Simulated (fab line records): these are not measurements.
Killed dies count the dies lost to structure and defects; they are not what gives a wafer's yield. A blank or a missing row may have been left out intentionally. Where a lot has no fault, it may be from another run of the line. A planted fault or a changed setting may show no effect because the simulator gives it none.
2 desks, one fault + flow gf180mcu + what lay behind the numbers comes last; until then each desk has only its own

## FOR THE TOOL OWNER'S DESK: pvd_sputter-04
At GF_MIM_SPUTTER_07 (material TiN, target thk 60 nm, time 50 s) the tool's own readings: per lot run on this tool, the mean of the sampled wafers that have a number. A lot is out of limits, marked OUT, if its mean lies more than 4 standard deviations from the usual mean; the brackets give that distance.
Columns: A = chamber_pressure_pa at GF_MIM_SPUTTER_07, usual 0.4001 Pa; B = throttle_valve_pct at GF_MIM_SPUTTER_07, usual 29.7 %
| lot  | first seen here | A                        | B               |
|------|-----------------|--------------------------|-----------------|
| L733 | day 28 01:27    | 0.3090 (-99 or more) OUT | 34.1 (+5.2) OUT |
| L734 | day 28 09:02    | 0.3091 (-99 or more) OUT | 34.4 (+5.6) OUT |
| L745 | day 31 13:13    | 0.4005                   | 29.9            |
This desk's verdict: out of limits on L733, L734, starting with L733 at day 28 01:27 (chamber_pressure_pa at GF_MIM_SPUTTER_07). In limits: L745.

## THE METROLOGY DESK
What the gauges read, lot by lot, whatever tool the lot ran on: means of the sampled wafers that have a number. A lot is out of limits, marked OUT, if its mean lies more than 4 standard deviations from the usual mean; the brackets give that distance.
Columns: A = V4_W_RS at GF_V4_RS_MEAS_24, usual 0.328 ohm/sq; B = V4_W_THK at GF_V4_THK_MEAS_25, usual 357 nm; C = MIM_CVD_05_THK at GF_MIM_THK_MEAS_06, usual 42.1 nm
| lot  | first seen here | A     | B   | C    |
|------|-----------------|-------|-----|------|
| L722 | day 24 09:50    | 0.333 | 348 | 41.9 |
| L733 | day 28 00:41    | 0.327 | 357 | 42.6 |
| L734 | day 28 08:14    | 0.325 | 365 | 42.4 |
| L740 | day 29 22:50    | 0.330 | 355 | 41.8 |
| L743 | day 30 22:05    | 0.326 | 366 | 42.7 |
| L745 | day 31 12:25    | 0.333 | 357 | 41.9 |
Result from this desk: across the 6 lots, nothing is out of limits.

## PUT TOGETHER
The tool owner's desk had the chance to raise an alarm at day 28 01:27 on L733, L734.
Metrology desk: nothing out of limits seen.
The metrology desk holds a record of L733, L734, inside its limits.
The lots listed all ran GF_MIM_SPUTTER_07 on pvd_sputter-04.

## WHAT THE SIMULATOR HAD PUT IN
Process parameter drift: pvd_sputter-04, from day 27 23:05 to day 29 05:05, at GF_MIM_SPUTTER_07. Setting chamber_pressure_pa shifted by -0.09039 from 0.4. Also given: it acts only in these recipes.
Shown lots that were struck: L733, L734.
Delay in hours, fault start to first out-of-limits reading, by desk: the tool owner's desk at 2.
